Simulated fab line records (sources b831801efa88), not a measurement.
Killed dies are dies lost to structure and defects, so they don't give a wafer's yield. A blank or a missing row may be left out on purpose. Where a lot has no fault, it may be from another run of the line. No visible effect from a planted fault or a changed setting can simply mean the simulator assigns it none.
A lot that was struck, set against a sound lot / flow sfq_line / 14 steps out of a route of 325
Sound: the wafers L958.1, L958.2, L958.5. Struck: wafers L959.2, L959.4. The cause comes at the end.
For every step that has rows: the tool of each side, followed by ch and its chambers, followed by its first start. Under that, the readings that differ: sound wafers / struck wafers / difference of the means / sigmas: that difference in standard deviations of wafers without a fault.
alike: readings whose means differ by less than 2 such deviations, and words and numbers that are the same on both sides. not compared: withheld readings, readings that some wafer has no value for, bounds like >300 that may hide the same value, and numbers for which the record gives no deviation and whose values overlap.
A row with sigmas, a row that says differs or no value, or rows on one side alone: a step with any of these is where the two part. Numbers that have no deviation but don't overlap get no sigmas and don't part them. A reading missing from all wafers of one side parts the sides only when that side holds two or more wafers.

SFQ_TRILAYER_R5_DEP_SPUTTER_133: material MoNx, target thk 40 nm, time 66.7 s.
  sound on pvd_sputter-05 at day 59 18:19; struck on pvd_sputter-03 at day 59 20:22
  alike: throttle_valve_pct
SFQ_TRILAYER_R5_DEP_SPUTTER_134: material Ti, target thk 5 nm, time 5 s.
  sound on pvd_sputter-05 at day 59 18:22; struck on pvd_sputter-03 at day 59 20:25
  alike: throttle_valve_pct
SFQ_R5_RS_MEAS_933: measures by four-point-probe.
  sound on film_metro-03 at day 59 18:23; struck on film_metro-04 at day 59 20:28
  alike: R5_MONX_RS
SFQ_R5_THK_MEAS_934: measures by xrf.
  sound on film_metro-03 at day 59 18:30; struck on film_metro-04 at day 59 20:34
  alike: R5_MONX_THK
then, 6 steps without rows for these wafers: SFQ_TRILAYER_R5_LITHO_COAT_141 (resist thk 62 nm); SFQ_TRILAYER_R5_LITHO_COAT_136 (resist thk 600 nm); SFQ_TRILAYER_R5_LITHO_SOFTBAKE_140; SFQ_TRILAYER_R5_LITHO_EXPOSE_137 (exposes mask R5, target cd 500 nm); SFQ_TRILAYER_R5_LITHO_PEB_139 (peb time 60 s); SFQ_TRILAYER_R5_LITHO_DEVELOP_138 (time 60 s).
SFQ_R5_OVL_MEAS_935:
  sound on overlay-02 at day 60 17:43; struck on overlay-02 at day 60 20:07
  alike: R5_OVL
SFQ_TRILAYER_R5_BARC_OPEN_METAL_ETCH_177: etches BARC in O2, target depth 125 nm, time 41.7 s.
  sound on rie_metal-02 ch 0, day 60 17:45; struck on rie_metal-04 ch 0, day 60 20:09
reading=drypump_motor_current_A (A); sound=6.5 6.4 6.4; struck=5.3 5.3; difference=-1.1; sigmas=-2
  alike: oes_product_au, run_length_s
  not compared: rf_hours_counter_h
SFQ_TRILAYER_R5_ETCH_METAL_ETCH_139: etches the open film in Cl2, stops on SiO2, target depth 60 nm, time 40 s.
  sound on rie_metal-02 ch 0, day 60 17:52; struck on rie_metal-04 ch 0, day 60 20:13
reading=drypump_motor_current_A (A); sound=6.5 6.4 6.4; struck=5.3 5.2; difference=-1.2; sigmas=-2
reading=oes_product_au (a.u.); sound=0.986 0.987 0.985; struck=0.928 0.924; difference=-0.060; sigmas=-12
reading=run_length_s (s); sound=68.0 68.0 68.4; struck=73.4 73.3; difference=+5.2; sigmas=+16
  not compared: rf_hours_counter_h, model.KrF_of_TRILAYER_R5_LITHO_COAT_136.thk_nm
SFQ_TRILAYER_R5_STRIP_STRIP_140: strips in O2.
  sound on rie_metal-02 ch 0, day 60 17:59; struck on rie_metal-04 ch 0, day 60 20:16
reading=oes_product_au (a.u.); sound=0.999 0.985 0.995; struck=1.004 1.017; difference=+0.017; sigmas=+2
  alike: drypump_motor_current_A
  not compared: rf_hours_counter_h

== WHERE THEY PART ==
At SFQ_TRILAYER_R5_BARC_OPEN_METAL_ETCH_177 first; at SFQ_TRILAYER_R5_STRIP_STRIP_140 last (within this record only).

WHY: what the simulator had put in
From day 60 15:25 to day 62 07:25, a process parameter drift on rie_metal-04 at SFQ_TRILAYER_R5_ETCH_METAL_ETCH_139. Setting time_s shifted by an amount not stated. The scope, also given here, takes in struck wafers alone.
